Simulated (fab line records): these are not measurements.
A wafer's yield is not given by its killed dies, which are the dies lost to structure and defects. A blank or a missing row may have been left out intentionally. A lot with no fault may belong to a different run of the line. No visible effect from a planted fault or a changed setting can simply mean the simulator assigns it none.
Struck lot and sound lot, side by side ; flow sfq-line ; 20 steps out of a route of 325
Sound: wafers L704.1, L704.2, L704.5. Struck: wafers L715.4, L715.6 (left out: L715.3, a lot-mate that was not struck); the cause follows at the end.
Each step with rows lists, per side, the tool, then ch with its chambers, then its first start. Under that, the readings that differ: sound wafers ; struck wafers ; difference of the means ; sigmas: that difference in standard deviations of wafers without a fault.
alike: a reading whose means differ by less than 2 such deviations, as well as words and numbers matching on both sides. not compared: withheld readings; readings where some wafer has no value; bounds like >300 that might hide an equal value; numbers whose values overlap and for which the record gives no deviation.
Wherever a step has rows on one side only, a row that says differs or no value, or a row with sigmas, the two part there. Non-overlapping numbers with no deviation appear without sigmas and do not part them. A reading missing from all wafers of one side parts the sides only when that side holds two or more wafers.

first, 2 steps without rows for these wafers: SFQ_TRILAYER_I3_VIA_LITHO_PEB_088 (peb time 60 s); SFQ_TRILAYER_I3_VIA_LITHO_DEVELOP_087 (time 60 s).
SFQ_I3_OVL_MEAS_923:
  struck on overlay-02, day 47 17:49; sound on overlay-02, day 42 17:12
  alike: I3_OVL
SFQ_TRILAYER_I3_VIA_BARC_OPEN_VIA_ETCH_121: etches BARC in O2, target depth 125 nm, time 41.7 s.
  sound on rie-diel-03 ch 0,1,3, day 42 17:14; struck on rie-diel-04 ch 2,3, day 47 17:50
  alike: drypump-motor-current-A, oes-product-au, rf-fwd-power-W
  not compared: rf-hours-counter-h
then, 1 step without rows for these wafers: SFQ_TRILAYER_I3_VIA_ETCH_VIA_ETCH_088 (etches SiO2 in CHF3, stops on Nb, target depth 260 nm).
SFQ_TRILAYER_I3_VIA_STRIP_STRIP_089: strips in O2.
  sound on rie-metal-04 ch 0,1, day 42 17:23; struck on rie-metal-04 ch 1, day 47 18:11
  alike: drypump-motor-current-A, oes-product-au
  not compared: rf-hours-counter-h
then, 2 steps without rows for these wafers: SFQ_TRILAYER_I3_VIA_STRIP_SOLV_CLEAN_090 (cleans in NMP, time 600 s); SFQ_TRILAYER_M4_DEP_PRE_CLEAN_092 (time 22.5 s).
SFQ_TRILAYER_M4_DEP_SPUTTER_091: material Nb, target thk 200 nm, time 133.3 s.
  struck on pvd-sputter-06, day 47 18:47; sound on pvd-sputter-04, day 42 18:11
  alike: throttle-valve-pct
SFQ_M4_RS_MEAS_924: measures by four-point-probe.
  struck on film-metro-03, day 47 18:55; sound on film-metro-04, day 42 18:17
  alike: M4_NB_RS
then, 1 step without rows for these wafers: SFQ_TRILAYER_M4_LITHO_COAT_098 (resist thk 62 nm).
SFQ_TRILAYER_M4_LITHO_COAT_093: resist thk 600 nm.
  sound on litho-track-03 ch 0, day 42 18:46; struck on litho-track-02 ch 0, day 47 19:28
reading;sound;struck;difference;sigmas
model.KrF_of_TRILAYER_M4_LITHO_COAT_093.thk-nm (nm);600.2 600.9 598.5;624.3 620.5;+22.5;
then, 4 steps without rows for these wafers: SFQ_TRILAYER_M4_LITHO_SOFTBAKE_097; SFQ_TRILAYER_M4_LITHO_EXPOSE_094 (exposes mask M4, target cd 500 nm); SFQ_TRILAYER_M4_LITHO_PEB_096 (peb time 60 s); SFQ_TRILAYER_M4_LITHO_DEVELOP_095 (time 60 s).
-- the record jumps here: 6 days lie between the struck wafers' starts before and after --
SFQ_M4_OVL_MEAS_926:
  struck on overlay-02, day 53 19:50; sound on overlay-01, day 42 20:43
  alike: M4_OVL
SFQ_TRILAYER_M4_BARC_OPEN_METAL_ETCH_123: etches BARC in O2, target depth 125 nm, time 41.7 s.
  sound on rie-metal-03 ch 0,1, day 42 20:45; struck on rie-metal-04 ch 0,1, day 53 19:52
  alike: drypump-motor-current-A, oes-product-au, rf-fwd-power-W
  not compared: rf-hours-counter-h
SFQ_TRILAYER_M4_ETCH_METAL_ETCH_096: etches Nb in Cl2/Ar, stops on SiO2, target depth 240 nm, time 120 s.
  sound on rie-metal-03 ch 0,1, day 42 20:49; struck on rie-metal-04 ch 0,1, day 53 19:57
reading;sound;struck;difference;sigmas
model.KrF_of_TRILAYER_M4_LITHO_COAT_093.thk-nm (nm);379.6 384.1 381.1;403.2 406.5;+23.2;
  alike: drypump-motor-current-A, oes-product-au, rf-fwd-power-W
  not compared: rf-hours-counter-h
SFQ_TRILAYER_M4_STRIP_STRIP_097: strips in O2.
  sound on rie-metal-03 ch 0,1, day 42 20:56; struck on rie-metal-04 ch 0,1, day 53 20:14
  alike: drypump-motor-current-A, oes-product-au
  not compared: rf-hours-counter-h

== WHERE THEY PART ==
Nowhere in this record.

WHY: the cause the simulator had injected
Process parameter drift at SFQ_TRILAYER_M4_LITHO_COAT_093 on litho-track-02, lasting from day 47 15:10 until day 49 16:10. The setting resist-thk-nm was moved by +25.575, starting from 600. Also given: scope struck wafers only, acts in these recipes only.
